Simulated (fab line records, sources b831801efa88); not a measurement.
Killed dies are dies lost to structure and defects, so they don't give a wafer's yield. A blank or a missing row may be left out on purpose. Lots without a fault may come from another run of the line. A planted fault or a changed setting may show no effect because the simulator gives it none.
fab line records | flow sky130
record lots=6 wafers=18 last_day=50
route steps=708 shown SD_N@350 SD_P@359 RES_XHIGH@360 SALICIDE@361 LI_CONTACT@362 PAD_OPEN@708
lots that met no fault: from a run of the same line without faults
start_h: hours from the record's first day to the start of the lot's first wafer shown | wait_h: hours since the lot's step before | " the same as in the row above | L1.1+2: a row that stands for several wafers | - no value, or no start given | * or withheld: withheld | < > ~ a bound
route shown NAME@n: a module of which the file shows steps, and the number in the route of the first | usual: mean/standard deviation of fault-free wafers | same: alike in all rows | chamber/n: place in a boat | sites: the reading at each site | _std_site: their standard deviation | _edge_site: outer sites' mean less inner sites' | radius_mm: how far each site lies from the wafer's centre | mask NAME#n: copy n | behind: the tool/chamber that last shaped the wafer | hold: why the lot was held/for how many hours/how that ended | device: the transistor (n, p or np) that didn't switch | end of line: the same wafers' tests at the end of the route | a step without rows: its recipe alone | killed: dies lost to structure and defects at the first sort, not the wafer's yield | map: a wafer's dies, x killed, . not, _ none there
set.NAME: the setting as run; set.NAME@STEP: as run at that earlier step | model.NAME: the simulator's own value behind a step, which no gauge read
lots at some steps of the route; a table a step, a row a wafer
services: from which hour (start_h, from the record's first day; less than 0 if before it) a tool's chamber was out of use, for how many hours, and why
## steps
# step SKY_SD_N_OVL_MEAS_08
# usual SD_N_OVL=0.7/1.3
# columns lot.wafer tool chamber start_h wait_h SD_N_OVL[nm]
L541.1 overlay-01 - 653.64 0.1 -0.3
L541.5 " - " " -0.8
L541.6 " - " " -1.0
L544.1 overlay-02 - 679.13 0.1 1.8
L544.3 " - " " 0.8
L544.4 " - " " 0.2
L550.2 overlay-01 - 738.24 0.1 0.7
L550.3 " - " " 2.5
L550.4 " - " " 0.8
L551.2 overlay-02 - 744.01 0.1 -0.4
L551.3 " - " " -0.6
L551.4 " - " " -0.6
L556.3 overlay-02 - 782.35 0.1 0.0
L556.4 " - " " 1.8
L556.5 " - " " 0.6
L562.2 overlay-02 - 832.84 0.1 0.6
L562.4 " - " " 0.4
L562.5 " - " " 0.7
# step SKY_SD_N_IMPLANT_09
# recipe species=As energy_kev=50 dose_cm2=4e+15 tilt_deg=0
# step SKY_SD_N_IMPLANT_10
# recipe species=P energy_kev=20 dose_cm2=1e+14 tilt_deg=0
# step SKY_SD_N_STRIP_11
# recipe chemistry=O2/N2 power_w=1400 pressure_mtorr=1500 platen_temp_c=withheld o2_flow_sccm=3000 n2_flow_sccm=300 overash_fraction=0.5
# usual drypump_motor_current_A=5.2/0.41 oes_product_au=0.527/0.0047 strip_time_to_endpoint_s=22.56/0.045
# columns lot.wafer tool chamber start_h wait_h drypump_motor_current_A oes_product_au rf_hours_counter_h strip_time_to_endpoint_s
L541.1 plasma_asher-01 1 653.97 0.1 4.6 0.539 52 22.66
L541.5 " 1 " " 4.6 0.523 - 22.66
L541.6 " 0 " " 5.9 0.528 - 22.63
L544.1 plasma_asher-03 1 679.47 0.1 5.2 0.524 23 22.49
L544.3 " 1 " " 5.2 0.532 - 22.50
L544.4 " 0 " " 5.4 0.527 - 22.50
L550.2 plasma_asher-03 0 738.57 0.1 5.4 0.522 29 22.54
L550.3 " 1 " " 5.2 0.533 - 22.54
L550.4 " 0 " " 5.4 0.520 - 22.57
L551.2 plasma_asher-01 0 744.34 0.1 5.9 0.525 61 22.51
L551.3 " 1 " " 4.7 0.528 - 22.59
L551.4 " 0 " " 5.9 0.513 - 22.55
L556.3 plasma_asher-01 0 782.71 0.1 5.9 0.529 - 22.52
L556.4 " 1 " " 4.6 0.526 - 22.55
L556.5 " 1 " " 4.6 0.524 - 22.56
L562.2 plasma_asher-01 1 833.17 0.1 4.6 0.535 70 22.54
L562.4 " 1 " " 4.7 0.529 - 22.55
L562.5 " 0 " " 5.9 0.524 - 22.54
# step SKY_SD_N_TW_MEAS_12
# usual SD_N_TW=3990/18
# columns lot.wafer tool chamber start_h wait_h SD_N_TW
L541.1 film_metro-03 - 654.07 0.1 3989
L541.5 " - " " 3978
L541.6 " - " " 4013
L544.1 film_metro-04 - 679.57 0.1 3978
L544.3 " - " " 3951
L544.4 " - " " 3980
L550.2 film_metro-02 - 738.68 0.1 3967
L550.3 " - " " 3977
L550.4 " - " " 3986
L551.2 film_metro-03 - 744.45 0.1 3996
L551.3 " - " " 3996
L551.4 " - " " 3997
L556.3 film_metro-03 - 782.79 0.1 3967
L556.4 " - " " 3976
L556.5 " - " " 3984
L562.2 film_metro-02 - 833.28 0.1 3987
L562.4 " - " " 3976
L562.5 " - " " 3967
# step SKY_SD_N_CLEAN_13
# recipe chemistry=SC1/SC2 mix=1:4:20 temp_c=70 time_s=150 dry=n2_spin
# step SKY_SD_N_RTA_14
# recipe temp_c=1075 time_s=2 idle_temp_c=650 ramp_up_c_per_s=150 ramp_down_c_per_s=90 ambient=N2
# usual anneal_temp_c_max=1080.4/1.7 lamp_power_pct=15.74/0.052 wafer_temp_C_max=1078.1/1.4
# same time_s=2
# columns lot.wafer tool chamber start_h wait_h anneal_temp_c_max lamp_power_pct wafer_temp_C_max
L541.1 rtp_anneal-01 0 654.18 0.0 1080.4 15.73 1076.8
L541.5 " 0 " " 1080.8 15.64 1079.4
L541.6 " 0 " " 1080.3 15.70 1078.0
L544.1 rtp_anneal-02 0 679.68 0.0 1078.1 15.71 1078.3
L544.3 " 0 " " 1078.6 15.69 1079.1
L544.4 " 0 " " 1079.1 15.70 1078.5
L550.2 rtp_anneal-02 0 738.81 0.0 1078.9 15.73 1080.8
L550.3 " 0 " " 1080.2 15.69 1080.2
L550.4 " 0 " " 1080.0 15.67 1077.3
L551.2 rtp_anneal-01 0 744.56 0.0 1081.6 15.75 1076.2
L551.3 " 0 " " 1080.6 15.74 1077.6
L551.4 " 0 " " 1080.7 15.75 1076.8
L556.3 rtp_anneal-02 0 782.91 0.0 1078.9 15.67 1079.2
L556.4 " 0 " " 1078.5 15.71 1077.2
L556.5 " 0 " " 1079.7 15.65 1078.4
L562.2 rtp_anneal-02 0 833.44 0.0 1079.9 15.76 1077.3
L562.4 " 0 " " 1078.7 15.81 1078.0
L562.5 " 0 " " 1080.0 15.77 1076.8
# step SKY_SD_N_RS_MEAS_16
# recipe thk_meas_gauge=four-point-probe
# usual SD_N_RS=68.57/0.12
# columns lot.wafer tool chamber start_h wait_h SD_N_RS[ohm/sq]
L541.1 film_metro-04 - 654.36 0.1 68.71
L541.5 " - " " 68.52
L541.6 " - " " 68.67
L544.1 film_metro-03 - 679.85 0.1 68.54
L544.3 " - " " 68.64
L544.4 " - " " 68.55
L550.2 film_metro-02 - 739.17 0.1 68.48
L550.3 " - " " 68.65
L550.4 " - " " 68.32
L551.2 film_metro-03 - 744.75 0.1 68.64
L551.3 " - " " 68.56
L551.4 " - " " 68.45
L556.3 film_metro-02 - 783.10 0.1 68.68
L556.4 " - " " 68.55
L556.5 " - " " 68.79
L562.2 film_metro-02 - 833.63 0.1 68.49
L562.4 " - " " 68.71
L562.5 " - " " 68.50
# step SKY_SD_N_RS_MEAS_17
# recipe thk_meas_gauge=four-point-probe
# usual SD_P_RS=147.1/0.37
# columns lot.wafer tool chamber start_h wait_h SD_P_RS[ohm/sq]
L541.1 film_metro-04 - 654.48 0.1 147.5
L541.5 " - " " 147.2
L541.6 " - " " 147.3
L544.1 film_metro-03 - 679.97 0.1 147.3
L544.3 " - " " 147.4
L544.4 " - " " 147.2
L550.2 film_metro-02 - 739.29 0.1 146.7
L550.3 " - " " 146.5
L550.4 " - " " 146.5
L551.2 film_metro-03 - 744.87 0.1 147.4
L551.3 " - " " 147.3
L551.4 " - " " 147.3
L556.3 film_metro-02 - 783.22 0.1 147.2
L556.4 " - " " 147.4
L556.5 " - " " 147.9
L562.2 film_metro-02 - 833.75 0.1 147.1
L562.4 " - " " 147.1
L562.5 " - " " 146.8
# step SKY_SD_N_RS_MEAS_18
# recipe thk_meas_gauge=four-point-probe
# usual RES_XHIGH_RS=333.2/1.1
# columns lot.wafer tool chamber start_h wait_h RES_XHIGH_RS[ohm/sq]
L541.1 film_metro-04 - 654.60 0.1 334.4
L541.5 " - " " 334.3
L541.6 " - " " 333.0
L544.1 film_metro-03 - 680.09 0.1 333.0
L544.3 " - " " 334.7
L544.4 " - " " 333.1
L550.2 film_metro-02 - 739.41 0.1 333.6
L550.3 " - " " 334.0
L550.4 " - " " 333.5
L551.2 film_metro-03 - 744.99 0.1 331.1
L551.3 " - " " 332.8
L551.4 " - " " 332.2
L556.3 film_metro-02 - 783.34 0.1 332.9
L556.4 " - " " 334.2
L556.5 " - " " 334.6
L562.2 film_metro-02 - 833.87 0.1 333.0
L562.4 " - " " 333.6
L562.5 " - " " 334.4
# step SKY_SALICIDE_CLEAN_00
# recipe chemistry=HF-last time_s=30 dilution=100:1 dry=ipa_marangoni
# step SKY_LI_CONTACT_HDPCVD_00
# recipe material=PSG target_thk_nm=930 sigma_open_frac=0.3 time_s=155 temp_c=600 sih4_flow_sccm=60 pressure_mtorr=6
# columns lot.wafer tool chamber start_h wait_h model.PSG_of_LI_CONTACT_HDPCVD_00.thk_nm
L541.1 hdpcvd-01 2 654.74 0.0 932.2
L541.5 " 2 " " 929.9
L541.6 " 0 " " 936.1
L544.1 hdpcvd-01 1 680.23 0.0 922.7
L544.3 " 2 " " 929.5
L544.4 " 1 " " 918.9
L550.2 hdpcvd-01 2 739.52 0.0 930.5
L550.3 " 1 " " 917.2
L550.4 " 0 " " 1205
L551.2 hdpcvd-01 0 745.10 0.0 924.3
L551.3 " 2 " " 929
L551.4 " 2 " " 1230
L556.3 hdpcvd-02 2 783.44 0.0 928.1
L556.4 " 1 " " 919.3
L556.5 " 0 " " 927.5
L562.2 hdpcvd-02 2 833.99 0.0 932.6
L562.4 " 1 " " 933.6
L562.5 " 2 " " 931.6
# step SKY_LI_CONTACT_THK_MEAS_01
# recipe reads=PSG_of_LI_CONTACT_HDPCVD_00
# usual LI_CONTACT_HDPCVD_THK=928/9.6
# columns lot.wafer tool chamber start_h wait_h LI_CONTACT_HDPCVD_THK[nm]
L541.1 film_metro-04 - 654.84 0.1 933
L541.5 " - " " 930
L541.6 " - " " 936
L544.1 film_metro-02 - 680.33 0.1 923
L544.3 " - " " 929
L544.4 " - " " 919
L550.2 film_metro-02 - 739.64 0.1 930
L550.3 " - " " 918
L550.4 " - " " 1205
L551.2 film_metro-04 - 745.22 0.1 924
L551.3 " - " " 929
L551.4 " - " " 1231
L556.3 film_metro-03 - 783.56 0.1 928
L556.4 " - " " 919
L556.5 " - " " 928
L562.2 film_metro-03 - 834.10 0.1 933
L562.4 " - " " 933
L562.5 " - " " 932
# step SKY_LI_CONTACT_CMP_02
# recipe material=PSG down_force_psi=4 platen_rpm=60 pad_velocity_m_s=0.94248
# usual motor_current_A=12.1/1.8 time_to_endpoint_s=33.8/2.5
# columns lot.wafer tool chamber start_h wait_h motor_current_A time_to_endpoint_s
L541.1 cmp-02 0 655.00 0.1 13.2 34.1
L541.6 " 2 " " 10.1 31.8
L541.5 " 3 " " 11.2 31.6
L544.3 cmp-01 0 680.39 0.0 13.7 35.5
L544.4 " 2 " " 10.8 36.9
L544.1 " 3 " " 15.4 33.0
L550.4 cmp-02 2 739.69 0.0 11.0 60.7
L550.2 " 0 " " 12.5 34.6
L550.3 " 1 " " 9.7 35.3
L551.4 cmp-01 0 745.27 0.0 14.2 60.8
L551.2 " 1 " " 12.1 33.8
L551.3 " 2 " " 10.5 36.4
L556.3 cmp-01 3 783.65 0.1 16.1 33.2
L556.4 " 0 " " 14.6 29.6
L556.5 " 3 " " 16.4 32.7
L562.2 cmp-01 1 834.15 0.0 11.6 33.9
L562.4 " 0 " " 14.2 32.2
L562.5 " 2 " " 11.4 36.8
# step SKY_LI_CONTACT_BOW_MEAS_03
# recipe mode=bow
# usual LI_CONTACT_BOW=57/6.6
# columns lot.wafer tool chamber start_h wait_h LI_CONTACT_BOW[um]
L541.1 film_metro-04 - 655.20 0.1 54
L541.5 " - " " 48
L541.6 " - " " 53
L544.1 film_metro-02 - 680.69 0.1 53
L544.3 " - " " 56
L544.4 " - " " 57
L550.2 film_metro-02 - 740.07 0.2 54
L550.3 " - " " 51
L550.4 " - " " 63
L551.2 film_metro-02 - 745.59 0.2 55
L551.3 " - " " 56
L551.4 " - " " 59
L556.3 film_metro-03 - 783.94 0.2 67
L556.4 " - " " 56
L556.5 " - " " 63
L562.2 film_metro-04 - 834.47 0.3 58
L562.4 " - " " 48
L562.5 " - " " 57
# step SKY_PAD_OPEN_PROBE_99
# usual killed_at_M0_to_M3=43/6 killed_at_M4_up=3.2/1.9 killed_at_contacts=25/5.4 killed_at_front_end=15/4.5 killed_at_other=0.3/0.59 killed_dies=87/8.7 killed_open=47/6.7 killed_short=39/5.7
# same gross_dies=492 killed_at_back_side=0
# columns lot.wafer tool chamber start_h wait_h killed_at_M0_to_M3 killed_at_M4_up killed_at_contacts killed_at_front_end killed_at_other killed_dies killed_open killed_short
L541.1 prober-02 - 1086.74 0.1 43 7 23 16 1 90 53 37
L541.5 prober-02 - 1086.94 0.2 43 4 28 18 0 93 49 44
L541.6 prober-02 - 1086.99 0.2 34 1 26 10 2 73 48 25
# killed by level:class
L541.1 VIA1:geometric_particle:open=17 LI_CONTACT:geometric_particle:open=10 CONTACT:geometric_particle:open=7 METAL4:geometric_particle:short=6 METAL2:geometric_particle:short=6 POLY_GATE:geometric_particle:open=5 LI_CONTACT:geometric_particle:short=5 METAL1:geometric_particle:short=5
L541.5 LI_CONTACT:geometric_particle:open=11 VIA2:geometric_particle:open=9 CONTACT:geometric_particle:open=8 VIA1:geometric_particle:open=8 FIELD_ISO:geometric_particle:short=7 METAL1:geometric_particle:short=5 POLY_GATE:geometric_particle:short=4 LOCAL_INTERCONNECT:geometric_particle:short=4
L541.6 VIA1:geometric_particle:open=11 CONTACT:geometric_particle:open=9 LI_CONTACT:geometric_particle:open=8 VIA2:geometric_particle:short=5 VIA3:geometric_particle:open=5 LI_CONTACT:geometric_particle:short=4 VIA2:geometric_particle:open=4 FIELD_ISO:geometric_particle:open=3
## services
# columns tool chamber start_h hours kind
cmp-01 - 637.39 3.4 repair
hdpcvd-02 - 650.75 15.0 pm
hdpcvd-02 0 650.75 15.0 vent_cycle
cmp-02 - 666.57 6.2 pm
hdpcvd-02 1 675.54 10.5 repair
hdpcvd-01 - 688.03 1.8 repair
cmp-01 - 712.41 9.4 repair
cmp-02 - 716.76 0.8 repair
plasma_asher-01 - 723.63 6.1 repair
cmp-01 - 726.25 2.4 repair
cmp-02 - 745.46 0.4 repair
cmp-01 - 747.53 5.4 pm
cmp-01 - 752.95 4.0 pm
cmp-01 - 756.95 - consumable_replace:conditioner
cmp-01 - 756.95 - consumable_replace:pad
cmp-01 - 760.57 0.6 repair
cmp-01 - 770.32 0.8 repair
hdpcvd-02 2 785.13 23.3 repair
cmp-02 - 788.36 1.5 repair
plasma_asher-03 - 788.75 2.1 repair
plasma_asher-03 - 790.91 9.2 repair
plasma_asher-01 - 805.76 2.8 pm
cmp-01 - 809.20 3.0 repair
plasma_asher-01 - 833.46 3.6 repair
## key
first_sign step=SKY_LI_CONTACT_THK_MEAS_01 reading=LI_CONTACT_HDPCVD_THK direction=up sigmas=30 usual=928 struck=1218
effect step=SKY_LI_CONTACT_CMP_02 reading=time_to_endpoint_s direction=up sigmas=11 usual=* struck=*
model_effect step=SKY_LI_CONTACT_HDPCVD_00 value=PSG_of_LI_CONTACT_HDPCVD_00.thk_nm without=919.3 struck=1218
met_at SKY_LI_CONTACT_HDPCVD_00
struck_wafers L550.4,L551.4
tester_left_out L550,L551
onset_between 680.23 739.52
fault kind=process_parameter_drift tool=hdpcvd-01 chamber=- onset_h=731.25 steps=SKY_LI_CONTACT_HDPCVD_00 channel=target_thk_nm offset=298.24 shape=step end_h=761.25 scope=struck_wafers_only acts_in=these_recipes_only stated=930
# tester_left_out: of these lots the tester's yield and bins aren't shown, on N5 and GAA mostly nor the transistor test; their killed dies are dies lost to structure and defects alone, not to doping, threshold or leakage, so they don't give the yield
